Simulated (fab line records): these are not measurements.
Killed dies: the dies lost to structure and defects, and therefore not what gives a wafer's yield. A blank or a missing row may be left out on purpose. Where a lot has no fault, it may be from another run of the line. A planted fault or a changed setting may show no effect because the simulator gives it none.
fab line records ; flow sky130
record: lots: 10; wafers: 30; last_day: 49
route steps=708 shown VT_ADJUST_HVTR@141 GATE_OXIDE@189 RES_PROTECT@214 POLY_GATE@217 POLY_CUT@318 PAD_OPEN@708
lots untouched by any fault: they come from a run of this same line in which no faults occurred
start_h: start of the lot's first displayed wafer, in hours after the record's first day ; wait_h: how many hours have passed since the lot's step before this one ; " the same as in the row above ; L1.1+2: several wafers, shown together as one row ; - either no value or no given start ; * or withheld: withheld ; < > ~ a bound
route shown NAME@n: names a module that has steps shown in the file, with the first one's number in the route ; usual: average and standard deviation across the fault-free wafers ; same: alike in all rows ; chamber/n: place in a boat ; sites: the reading at each site ; _std_site: their standard deviation ; _edge_site: mean of outer sites minus mean of inner sites ; radius_mm: for every site, how far away it sits from the centre of the wafer ; mask NAME#n: copy n ; behind: tool/chamber where the wafer was last shaped ; hold: cause of the lot's hold/its duration in hours/its outcome ; device: names the non-switching transistor (n, p or np) ; end of line: the same wafers' tests at the end of the route ; where a step has no rows: the recipe by itself ; killed: at the first sort, the dies lost to defects and structure; wafer yield is something else ; map: a wafer's dies, x killed, . not, _ none there
set.NAME: the setting the step ran with; set.NAME@STEP: the setting that earlier step ran with ; model.NAME: the simulator's own value behind a step, which no gauge read
one table for each step of the route and one row for each wafer, over a sample of lots
services: the hour from which a tool's chamber was out of use, counted from the record's first day as start_h (under 0 if before that day), plus the number of hours and why
== steps ==
step: SKY_VT_ADJUST_HVTR_STRIP_10
recipe: chemistry: O2/N2; power_w: 1400; pressure_mtorr: 1500; platen_temp_c: withheld; o2_flow_sccm: 3000; n2_flow_sccm: 300; overash_fraction: 0.5
usual: drypump_motor_current_A: 5.7/0.43; oes_product_au: 0.716/0.0042; strip_time_to_endpoint_s: 14.19/0.041
lot.wafer;tool;chamber;start_h;wait_h;drypump_motor_current_A;oes_product_au;rf_hours_counter_h;strip_time_to_endpoint_s
L481.4;plasma_asher-02;0;212.26;0.1;5.7;0.711;-;14.25
L481.5;plasma_asher-02;1;212.26;0.1;6.2;0.713;-;14.26
L481.6;plasma_asher-02;0;212.26;0.1;5.7;0.718;-;14.28
L482.1;plasma_asher-02;0;220.95;0.1;5.7;0.712;10;14.19
L482.4;plasma_asher-02;0;220.95;0.1;5.7;0.713;-;14.17
L482.6;plasma_asher-02;0;220.95;0.1;5.7;0.719;-;14.21
L483.2;plasma_asher-04;0;228.15;0.1;5.3;0.721;41;14.23
L483.3;plasma_asher-04;1;228.15;0.1;5.7;0.715;-;14.20
L483.5;plasma_asher-04;0;228.15;0.1;5.3;0.711;-;14.20
L485.4;plasma_asher-01;1;244.14;0.1;5.2;0.715;-;14.10
L485.5;plasma_asher-01;0;244.14;0.1;6.3;0.715;-;14.11
L485.6;plasma_asher-01;1;244.14;0.1;5.2;0.718;-;14.15
L487.1;plasma_asher-01;1;257.77;0.1;5.1;0.716;56;14.17
L487.2;plasma_asher-01;0;257.77;0.1;6.3;0.714;56;14.18
L487.6;plasma_asher-01;1;257.77;0.1;5.1;0.719;-;14.14
L488.1;plasma_asher-01;1;270.15;0.1;5.2;0.717;58;14.24
L488.2;plasma_asher-01;0;270.15;0.1;6.3;0.720;58;14.25
L488.4;plasma_asher-01;1;270.15;0.1;5.2;0.718;-;14.26
L489.2;plasma_asher-01;0;270.72;0.1;6.3;0.716;58;14.20
L489.3;plasma_asher-01;1;270.72;0.1;5.2;0.710;-;14.19
L489.6;plasma_asher-01;0;270.72;0.1;6.3;0.712;-;14.24
L491.1;plasma_asher-02;1;286.15;0.1;6.3;0.720;16;14.17
L491.4;plasma_asher-02;1;286.15;0.1;6.2;0.714;-;14.21
L491.5;plasma_asher-02;0;286.15;0.1;5.7;0.719;-;14.13
L495.1;plasma_asher-04;1;315.82;0.1;5.7;0.712;49;14.21
L495.2;plasma_asher-04;0;315.82;0.1;5.3;0.726;49;14.26
L495.5;plasma_asher-04;0;315.82;0.1;5.3;0.717;-;14.21
L496.2;plasma_asher-04;0;329.95;0.1;5.3;0.721;51;14.15
L496.4;plasma_asher-04;0;329.95;0.1;5.3;0.714;-;14.14
L496.6;plasma_asher-04;0;329.95;0.1;5.3;0.708;-;14.13
step: SKY_GATE_OXIDE_THK_MEAS_02
recipe: reads: SiO2_of_GATE_OXIDE_OXIDATION_01
usual: GATE_OXIDE_OXIDATION_00_THK: 10.21/0.23
lot.wafer;tool;chamber;start_h;wait_h;GATE_OXIDE_OXIDATION_00_THK[nm]
L481.4;film_metro-04;-;292.17;0.0;9.97
L481.5;film_metro-04;-;292.17;0.0;9.91
L481.6;film_metro-04;-;292.17;0.0;10.05
L482.1;film_metro-02;-;300.16;0.0;10.09
L482.4;film_metro-02;-;300.16;0.0;10.09
L482.6;film_metro-02;-;300.16;0.0;10.23
L483.2;film_metro-03;-;311.59;0.0;10.26
L483.3;film_metro-03;-;311.59;0.0;10.35
L483.5;film_metro-03;-;311.59;0.0;10.24
L485.4;film_metro-03;-;331.27;0.0;9.85
L485.5;film_metro-03;-;331.27;0.0;10.08
L485.6;film_metro-03;-;331.27;0.0;10.16
L487.1;film_metro-02;-;345.01;0.0;10.29
L487.2;film_metro-02;-;345.01;0.0;10.64
L487.6;film_metro-02;-;345.01;0.0;10.54
L488.1;film_metro-02;-;365.59;0.0;10.45
L488.2;film_metro-02;-;365.59;0.0;10.32
L488.4;film_metro-02;-;365.59;0.0;10.39
L489.2;film_metro-03;-;365.60;0.0;10.25
L489.3;film_metro-03;-;365.60;0.0;10.44
L489.6;film_metro-03;-;365.60;0.0;10.23
L491.1;film_metro-04;-;375.04;0.0;10.60
L491.4;film_metro-04;-;375.04;0.0;10.81
L491.5;film_metro-04;-;375.04;0.0;10.53
L495.1;film_metro-03;-;404.76;0.0;9.90
L495.2;film_metro-03;-;404.76;0.0;9.73
L495.5;film_metro-03;-;404.76;0.0;10.03
L496.2;film_metro-02;-;419.60;0.0;10.21
L496.4;film_metro-02;-;419.60;0.0;10.29
L496.6;film_metro-02;-;419.60;0.0;10.11
step: SKY_RES_PROTECT_STRIP_07
recipe: chemistry: O2/N2; power_w: 1400; pressure_mtorr: 1500; platen_temp_c: withheld; o2_flow_sccm: 3000; n2_flow_sccm: 300; overash_fraction: 0.5
usual: drypump_motor_current_A: 5.8/0.43; oes_product_au: 0.517/0.0044; strip_time_to_endpoint_s: 23.27/0.038
lot.wafer;tool;chamber;start_h;wait_h;drypump_motor_current_A;oes_product_au;rf_hours_counter_h;strip_time_to_endpoint_s
L482.1;plasma_asher-04;0;356.35;0.1;5.3;0.516;53;23.29
L482.4;plasma_asher-04;0;356.35;0.1;5.3;0.518;-;23.25
L482.6;plasma_asher-04;0;356.35;0.1;5.3;0.514;-;23.25
L481.4;plasma_asher-01;1;356.35;0.1;5.2;0.512;-;23.27
L481.5;plasma_asher-01;1;356.35;0.1;5.2;0.516;-;23.23
L481.6;plasma_asher-01;0;356.35;0.1;6.3;0.517;-;23.29
L483.2;plasma_asher-01;1;369.28;0.1;5.2;0.519;68;23.32
L483.3;plasma_asher-01;0;369.28;0.1;6.3;0.522;-;23.31
L483.5;plasma_asher-01;0;369.28;0.1;6.3;0.513;-;23.30
L485.4;plasma_asher-02;0;391.23;0.1;5.7;0.517;-;23.28
L485.5;plasma_asher-02;1;391.23;0.1;6.2;0.519;-;23.24
L485.6;plasma_asher-02;0;391.23;0.1;5.7;0.520;-;23.29
L487.1;plasma_asher-01;1;405.00;0.1;5.1;0.514;71;23.21
L487.2;plasma_asher-01;0;405.00;0.1;6.3;0.512;71;23.21
L487.6;plasma_asher-01;1;405.00;0.1;5.2;0.518;-;23.24
L488.1;plasma_asher-02;1;426.28;0.1;6.3;0.516;28;23.29
L488.2;plasma_asher-02;0;426.28;0.1;5.7;0.513;28;23.28
L488.4;plasma_asher-02;1;426.28;0.1;6.3;0.515;-;23.29
L489.2;plasma_asher-04;1;426.77;0.1;5.7;0.510;60;23.28
L489.3;plasma_asher-04;1;426.77;0.1;5.7;0.521;-;23.28
L489.6;plasma_asher-04;0;426.77;0.1;5.3;0.522;-;23.28
L491.1;plasma_asher-01;0;437.12;0.1;6.3;0.514;1;23.26
L491.4;plasma_asher-01;0;437.12;0.1;6.3;0.515;-;23.27
L491.5;plasma_asher-01;0;437.12;0.1;6.3;0.523;-;23.29
L495.1;plasma_asher-02;0;471.58;0.1;5.7;0.513;33;23.18
L495.2;plasma_asher-02;1;471.58;0.1;6.3;0.527;33;23.17
L495.5;plasma_asher-02;1;471.58;0.1;6.3;0.517;-;23.22
L496.2;plasma_asher-01;1;492.95;0.1;5.2;0.520;6;23.29
L496.4;plasma_asher-01;0;492.95;0.1;6.3;0.516;-;23.27
L496.6;plasma_asher-01;0;492.95;0.1;6.3;0.510;-;23.25
step: SKY_POLY_GATE_CVD_03
recipe: material: Si3N4; precursor: DCS/NH3; target_thk_nm: 75; temp_c: 770; time_s: 1290; pressure_mtorr: 250
lot.wafer;tool;chamber;start_h;wait_h
L481.4+5+6;lpcvd-02;0;356.53;0.0
L482.1+4+6;lpcvd-02;1;358.56;2.0
L483.2+3+5;lpcvd-02;1;369.90;0.4
L485.4+5+6;lpcvd-02;1;392.30;0.9
L487.1+2+6;lpcvd-02;1;406.50;1.3
L488.1+2+4;lpcvd-02;1;426.50;0.0
L489.2+3+6;lpcvd-02;0;427.86;0.9
L491.1+4+5;lpcvd-02;0;438.45;1.1
L495.1+2+5;lpcvd-02;0;471.79;0.0
L496.2+4+6;lpcvd-02;1;494.29;1.1
step: SKY_POLY_GATE_THK_MEAS_04
recipe: reads: Si3N4_of_POLY_GATE_CVD_03
usual: POLY_GATE_CVD_03_THK: 75.2/0.6
lot.wafer;tool;chamber;start_h;wait_h;POLY_GATE_CVD_03_THK[nm]
L481.4;film_metro-01;-;358.59;0.0;75.6
L481.5;film_metro-01;-;358.59;0.0;75.7
L481.6;film_metro-01;-;358.59;0.0;75.9
L482.1;film_metro-01;-;359.92;0.0;75.9
L482.4;film_metro-01;-;359.92;0.0;75.2
L482.6;film_metro-01;-;359.92;0.0;75.4
L483.2;film_metro-02;-;371.26;0.0;75.8
L483.3;film_metro-02;-;371.26;0.0;76.5
L483.5;film_metro-02;-;371.26;0.0;76.5
L485.4;film_metro-01;-;393.69;0.0;76.1
L485.5;film_metro-01;-;393.69;0.0;75.3
L485.6;film_metro-01;-;393.69;0.0;75.7
L487.1;film_metro-02;-;407.86;0.0;75.3
L487.2;film_metro-02;-;407.86;0.0;75.2
L487.6;film_metro-02;-;407.86;0.0;76.0
L488.1;film_metro-02;-;427.86;0.0;74.7
L488.2;film_metro-02;-;427.86;0.0;74.5
L488.4;film_metro-02;-;427.86;0.0;74.5
L489.2;film_metro-01;-;429.23;0.0;75.5
L489.3;film_metro-01;-;429.23;0.0;75.6
L489.6;film_metro-01;-;429.23;0.0;75.9
L491.1;film_metro-03;-;439.81;0.0;75.1
L491.4;film_metro-03;-;439.81;0.0;74.9
L491.5;film_metro-03;-;439.81;0.0;75.0
L495.1;film_metro-01;-;473.15;0.0;110.8
L495.2;film_metro-01;-;473.15;0.0;110.4
L495.5;film_metro-01;-;473.15;0.0;110.9
L496.2;film_metro-01;-;495.66;0.0;109.6
L496.4;film_metro-01;-;495.66;0.0;108.9
L496.6;film_metro-01;-;495.66;0.0;110.1
step: SKY_POLY_GATE_ETCH_16
recipe: stop_on: poly-Si; chemistry: CH3F/O2; target: Si3N4; source_w: 400; bias_w: 80; pressure_mtorr: 25; ch3f_flow_sccm: 40; O2_flow_sccm: 30; time_s: 147.5; target_depth_a: 750
usual: drypump_motor_current_A: 5.7/0.42; oes_product_au: 0.641/0.005; rf_fwd_power_W: 398.2/1.4; throttle_valve_pct: 10.535/0.0088
lot.wafer;tool;chamber;start_h;wait_h;drypump_motor_current_A;oes_product_au;rf_fwd_power_W;rf_hours_counter_h;throttle_valve_pct
L481.4;rie_diel-01;3;385.98;0.0;5.3;0.640;400.3;26;10.559
L481.5;rie_diel-01;2;385.98;0.0;5.1;0.640;397.6;-;10.529
L481.6;rie_diel-01;3;385.98;0.0;5.3;0.648;399.1;-;10.528
L482.1;rie_diel-02;0;387.10;0.0;5.6;0.643;399.8;61;10.532
L482.4;rie_diel-02;2;387.10;0.0;5.9;0.638;397.6;8;10.536
L482.6;rie_diel-02;3;387.10;0.0;6.5;0.650;398.3;-;10.533
L483.2;rie_diel-01;2;400.00;0.0;5.2;0.643;397.9;19;10.532
L483.3;rie_diel-01;0;400.00;0.0;5.0;0.641;397.0;7;10.534
L483.5;rie_diel-01;2;400.00;0.0;5.2;0.645;400.3;-;10.548
L485.4;rie_diel-03;3;423.98;0.0;5.6;0.641;400.8;12;10.536
L485.5;rie_diel-03;0;423.98;0.0;5.6;0.640;398.4;-;10.528
L485.6;rie_diel-03;1;423.98;0.0;5.2;0.639;397.3;-;10.528
L487.1;rie_diel-02;1;437.97;0.0;6.1;0.649;399.2;38;10.519
L487.2;rie_diel-02;3;437.97;0.0;6.4;0.634;398.5;27;10.530
L487.6;rie_diel-02;2;437.97;0.0;5.9;0.640;402.0;-;10.547
L488.1;rie_diel-01;3;458.78;0.0;5.3;0.644;398.7;27;10.529
L488.2;rie_diel-01;0;458.78;0.0;5.0;0.641;399.2;8;10.541
L488.4;rie_diel-01;2;458.78;0.0;5.2;0.630;395.1;20;10.538
L489.2;rie_diel-03;3;460.13;0.0;5.5;0.638;394.4;13;10.556
L489.3;rie_diel-03;1;460.13;0.0;5.1;0.650;396.1;83;10.541
L489.6;rie_diel-03;2;460.13;0.0;5.7;0.640;398.2;-;10.532
L491.1;rie_diel-02;2;470.72;0.0;5.9;0.645;399.6;10;10.543
L491.4;rie_diel-02;2;470.72;0.0;5.9;0.648;399.2;-;10.525
L491.5;rie_diel-02;3;470.72;0.0;6.4;0.647;400.9;-;10.533
L495.1;rie_diel-02;3;503.78;0.0;6.4;0.765;399.1;28;10.552
L495.2;rie_diel-02;2;503.78;0.0;5.9;0.763;399.1;10;10.554
L495.5;rie_diel-02;3;503.78;0.0;6.5;0.770;398.1;-;10.552
L496.2;rie_diel-03;3;526.48;0.0;5.6;0.763;396.6;14;10.538
L496.4;rie_diel-03;0;526.48;0.0;5.6;0.750;397.6;81;10.555
L496.6;rie_diel-03;3;526.48;0.0;5.6;0.765;395.2;-;10.561
step: SKY_POLY_CUT_ETCH_11
recipe: target: Si3N4; chemistry: CF4/CH2F2/Ar; stop_on: poly-Si; source_w: 600; bias_w: 150; pressure_mtorr: 40; cf4_flow_sccm: 40; ch2f2_flow_sccm: 20; Ar_flow_sccm: 150; time_s: 42.5; target_depth_a: 600
usual: drypump_motor_current_A: 5.5/0.39; oes_product_au: 0.830/0.0056; rf_fwd_power_W: 592.8/2.6; throttle_valve_pct: 14.993/0.009
lot.wafer;tool;chamber;start_h;wait_h;drypump_motor_current_A;oes_product_au;rf_fwd_power_W;rf_hours_counter_h;throttle_valve_pct
L481.4;rie_diel-01;0;573.68;0.0;5.0;0.831;591.8;-;14.997
L481.5;rie_diel-01;3;573.68;0.0;5.3;0.839;592.1;-;15.007
L481.6;rie_diel-01;1;573.68;0.0;6.1;0.836;598.1;-;15.003
L482.1;rie_diel-03;3;576.40;0.0;5.6;0.833;589.6;15;14.974
L482.4;rie_diel-03;0;576.40;0.0;5.6;0.829;594.0;-;14.987
L482.6;rie_diel-03;3;576.40;0.0;5.6;0.835;591.6;-;14.986
L483.2;rie_diel-04;1;588.54;0.0;6.3;0.836;593.1;52;14.989
L483.3;rie_diel-04;0;588.54;0.0;4.9;0.847;593.4;62;14.994
L483.5;rie_diel-04;3;588.54;0.0;5.4;0.838;591.0;-;14.998
L485.4;rie_diel-01;3;610.56;0.0;5.3;0.834;589.7;-;14.991
L485.5;rie_diel-01;0;610.56;0.0;5.0;0.829;595.7;-;14.984
L485.6;rie_diel-01;2;610.56;0.0;5.2;0.829;584.6;-;15.000
L487.1;rie_diel-03;2;631.24;0.0;5.8;0.826;596.6;1;14.982
L487.2;rie_diel-03;0;631.24;0.0;5.7;0.832;592.9;1;14.998
L487.6;rie_diel-03;3;631.24;0.0;5.5;0.835;586.4;-;14.982
L488.1;rie_diel-04;3;646.26;0.0;5.4;0.827;588.0;4;14.988
L488.2;rie_diel-04;2;646.26;0.0;5.5;0.824;590.1;8;14.992
L488.4;rie_diel-04;1;646.26;0.0;6.2;0.830;592.7;-;14.984
L489.2;rie_diel-01;0;647.04;0.0;5.0;0.829;594.4;12;14.979
L489.3;rie_diel-01;2;647.04;0.0;5.2;0.828;590.1;24;14.981
L489.6;rie_diel-01;2;647.04;0.0;5.2;0.830;591.7;-;14.995
L491.1;rie_diel-03;1;655.91;0.0;5.2;0.832;592.9;2;14.980
L491.4;rie_diel-03;3;655.91;0.0;5.6;0.831;590.0;17;15.008
L491.5;rie_diel-03;2;655.91;0.0;5.8;0.830;595.0;-;14.992
L495.1;rie_diel-01;0;688.90;0.0;5.0;1.005;593.2;12;15.007
L495.2;rie_diel-01;3;688.90;0.0;5.3;1.010;591.0;32;15.018
L495.5;rie_diel-01;2;688.90;0.0;5.2;0.995;587.7;-;15.011
L496.2;rie_diel-01;0;708.95;0.0;5.0;0.997;593.5;13;15.034
L496.4;rie_diel-01;2;708.95;0.0;5.2;0.986;590.1;25;15.009
L496.6;rie_diel-01;3;708.95;0.0;5.3;0.990;590.8;-;14.994
step: SKY_PAD_OPEN_PROBE_99
usual: killed_at_M0_to_M3: 42/6.3; killed_at_M4_up: 2.8/1.9; killed_at_contacts: 23/5.3; killed_at_front_end: 16/4.3; killed_at_other: 0.2/0.51; killed_dies: 84/9.3; killed_on_rim: 16/4.2; killed_open: 46/7.6; killed_short: 38/6.3
same: gross_dies: 492; killed_at_back_side: 0
lot.wafer;tool;chamber;start_h;wait_h;killed_at_M0_to_M3;killed_at_M4_up;killed_at_contacts;killed_at_front_end;killed_at_other;killed_dies;killed_on_rim;killed_open;killed_short
L488.1;prober-01;-;1139.72;0.1;35;2;21;15;0;73;14;41;32
L488.2;prober-01;-;1139.77;0.1;37;1;28;15;0;81;13;50;31
L488.4;prober-01;-;1139.87;0.2;29;3;29;20;0;81;21;43;38
L489.2;prober-01;-;1140.75;0.1;44;6;20;20;0;90;25;52;38
L489.3;prober-01;-;1140.80;0.2;40;4;24;8;0;76;17;43;33
L489.6;prober-01;-;1140.95;0.2;43;6;26;12;1;88;13;47;41
L491.1;prober-01;-;1147.57;0.1;43;5;22;29;0;99;20;54;45
L491.4;prober-01;-;1147.72;0.2;51;3;21;8;0;83;18;51;32
L491.5;prober-01;-;1147.77;0.2;33;5;25;17;0;80;10;38;42
L495.1;prober-02;-;1175.15;0.1;36;2;28;424;1;491;96;38;42
L495.2;prober-02;-;1175.20;0.1;33;3;24;429;1;490;96;38;41
L495.5;prober-02;-;1175.35;0.2;45;1;23;422;0;491;95;49;36
L496.2;prober-02;-;1178.00;0.1;35;2;25;429;0;491;96;32;46
L496.4;prober-02;-;1178.10;0.2;47;1;27;410;0;485;96;47;48
L496.6;prober-02;-;1178.20;0.2;51;3;42;396;0;492;96;69;47
killed by level:class
L488.1 METAL2:geometric_particle:short=10 CONTACT:geometric_particle:open=8 VIA3:geometric_particle:open=6 VIA2:geometric_particle:open=6 FIELD_ISO:geometric_particle:open=5 LI_CONTACT:geometric_particle:open=5 POLY_GATE:geometric_particle:open=5 CONTACT:geometric_particle:short=4
L488.2 VIA1:geometric_particle:open=13 CONTACT:geometric_particle:open=9 CONTACT:geometric_particle:short=7 LI_CONTACT:geometric_particle:open=5 LOCAL_INTERCONNECT:geometric_particle:short=5 METAL2:geometric_particle:short=5 FIELD_ISO:geometric_particle:open=4 POLY_GATE:geometric_particle:open=4
L488.4 CONTACT:geometric_particle:open=13 LI_CONTACT:geometric_particle:open=6 FIELD_ISO:geometric_particle:open=5 METAL1:geometric_particle:short=5 METAL2:geometric_particle:short=5 CONTACT:geometric_particle:short=4 VIA2:geometric_particle:open=4 POLY_GATE:geometric_particle:short=3
L489.2 VIA1:geometric_particle:open=15 CONTACT:geometric_particle:open=9 LI_CONTACT:geometric_particle:open=7 FIELD_ISO:geometric_particle:short=6 VIA2:geometric_particle:open=6 METAL1:geometric_particle:short=5 METAL2:geometric_particle:short=4 METAL4:geometric_particle:short=4
L489.3 CONTACT:geometric_particle:open=9 METAL1:geometric_particle:short=9 VIA1:geometric_particle:open=8 VIA3:geometric_particle:open=7 VIA2:geometric_particle:open=6 CONTACT:geometric_particle:short=5 LI_CONTACT:geometric_particle:open=4 LOCAL_INTERCONNECT:geometric_particle:short=4
L489.6 CONTACT:geometric_particle:open=12 VIA2:geometric_particle:open=8 LI_CONTACT:geometric_particle:open=5 METAL2:geometric_particle:short=5 CONTACT:geometric_particle:short=5 VIA1:geometric_particle:short=5 VIA2:geometric_particle:short=5 METAL3:geometric_particle:short=5
L491.1 VIA1:geometric_particle:open=13 CONTACT:geometric_particle:open=9 FIELD_ISO:geometric_particle:open=7 POLY_GATE:geometric_particle:open=7 LI_CONTACT:geometric_particle:open=7 POLY_GATE:geometric_particle:short=6 VIA2:geometric_particle:short=6 VIA1:geometric_particle:short=5
L491.4 VIA1:geometric_particle:open=11 VIA3:geometric_particle:open=11 VIA2:geometric_particle:open=10 CONTACT:geometric_particle:short=7 CONTACT:geometric_particle:open=7 LI_CONTACT:geometric_particle:open=5 VIA1:geometric_particle:short=5 METAL1:geometric_particle:short=4
L491.5 FIELD_ISO:geometric_particle:short=9 CONTACT:geometric_particle:short=8 CONTACT:geometric_particle:open=7 FIELD_ISO:geometric_particle:open=6 VIA2:geometric_particle:open=6 VIA1:geometric_particle:open=6 METAL2:geometric_particle:short=6 LI_CONTACT:geometric_particle:open=4
L495.1 POLY_CUT:area_etch=411 LI_CONTACT:geometric_particle:open=10 CONTACT:geometric_particle:open=7 METAL1:geometric_particle:short=6 POLY_GATE:geometric_particle:short=5 VIA1:geometric_particle:open=5 VIA2:geometric_particle:open=5 METAL2:geometric_particle:short=5
L495.2 POLY_CUT:area_etch=411 LOCAL_INTERCONNECT:geometric_particle:short=8 VIA1:geometric_particle:open=7 FIELD_ISO:geometric_particle:short=6 CONTACT:geometric_particle:open=6 FIELD_ISO:geometric_particle:open=5 CONTACT:geometric_particle:short=5 METAL1:geometric_particle:short=5
L495.5 POLY_CUT:area_etch=406 VIA1:geometric_particle:open=15 CONTACT:geometric_particle:open=9 LI_CONTACT:geometric_particle:open=7 VIA1:geometric_particle:short=6 METAL2:geometric_particle:short=5 VIA3:geometric_particle:open=5 FIELD_ISO:geometric_particle:open=4
L496.2 POLY_CUT:area_etch=413 CONTACT:geometric_particle:short=9 METAL2:geometric_particle:short=8 FIELD_ISO:geometric_particle:short=7 METAL1:geometric_particle:short=7 CONTACT:geometric_particle:open=6 VIA1:geometric_particle:open=5 VIA3:geometric_particle:open=4
L496.4 POLY_CUT:area_etch=390 VIA2:geometric_particle:open=11 CONTACT:geometric_particle:open=9 METAL2:geometric_particle:short=8 LI_CONTACT:geometric_particle:open=7 FIELD_ISO:geometric_particle:short=6 METAL1:geometric_particle:short=6 VIA1:geometric_particle:open=6
L496.6 POLY_CUT:area_etch=376 CONTACT:geometric_particle:open=16 METAL1:geometric_particle:short=10 VIA1:geometric_particle:open=9 VIA2:geometric_particle:open=8 LI_CONTACT:geometric_particle:short=7 LOCAL_INTERCONNECT:geometric_particle:short=7 LI_CONTACT:geometric_particle:open=6
== services ==
tool;chamber;start_h;hours;kind
rie_diel-03;1;199.23;3.7;repair
rie_diel-03;1;206.97;9.1;repair
plasma_asher-02;-;224.48;4.3;pm
rie_diel-03;-;270.91;28.1;pm
rie_diel-01;2;283.56;3.3;repair
plasma_asher-02;-;328.59;1.5;repair
rie_diel-01;2;340.20;15.5;repair
plasma_asher-02;-;353.08;0.9;repair
rie_diel-01;-;388.49;2.2;repair
plasma_asher-02;-;393.53;14.6;pm
rie_diel-01;2;410.18;3.0;repair
plasma_asher-01;-;421.25;9.0;pm
lpcvd-02;-;449.20;0.5;repair
rie_diel-03;3;530.35;7.9;repair
rie_diel-01;1;541.13;1.3;repair
rie_diel-01;2;552.24;23.5;repair
rie_diel-01;1;562.32;5.9;repair
rie_diel-01;1;575.39;8.5;repair
lpcvd-02;-;607.18;6.1;pm
rie_diel-01;-;627.18;2.8;pm
lpcvd-02;-;630.06;2.8;pm
plasma_asher-01;-;636.09;1.2;repair
rie_diel-01;0;672.63;13.6;repair
plasma_asher-01;-;698.82;3.3;repair
== key ==
first_sign: step: SKY_POLY_GATE_THK_MEAS_04; reading: POLY_GATE_CVD_03_THK; direction: up; sigmas: 58; usual: 75.2; struck: 110.1
effect: step: SKY_POLY_GATE_ETCH_16; reading: oes_product_au; direction: up; sigmas: 24; usual: 0.641; struck: 0.763
effect: step: SKY_POLY_CUT_ETCH_11; reading: oes_product_au; direction: up; sigmas: 30; usual: 0.830; struck: 0.997
effect: step: SKY_PAD_OPEN_PROBE_99; reading: killed_at_front_end; direction: up; sigmas: 94; usual: 16; struck: 418
more_kills_born_at: SKY_POLY_CUT_ETCH_11@rie_diel-01: 2407
met_at SKY_POLY_GATE_CVD_03
struck_lots L495,L496
later_rows_left_out L495.1,L495.2,L495.5,L496.2,L496.4,L496.6
tester_left_out L495,L496
not_acting_at SKY_VT_ADJUST_HVTR_STRIP_10,SKY_GATE_OXIDE_THK_MEAS_02,SKY_RES_PROTECT_STRIP_07
onset_between 438.45 471.79
also_fits time
fault: kind: process_parameter_drift; tool: lpcvd-02; chamber: -; onset_h: 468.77; steps: SKY_POLY_GATE_CVD_03; channel: target_thk_nm; offset: 34.949; shape: step; end_h: 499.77; acts_in: these_recipes_only; stated: 75
tester_left_out: of these lots the tester's yield and bins aren't shown, on N5 and GAA mostly nor the transistor test; their killed dies are dies lost to structure and defects alone, not to doping, threshold or leakage, so they don't give the yield
later_rows_left_out: the simulator's readings of these wafers behind a module that went badly wrong aren't trusted and aren't shown, but for the sort
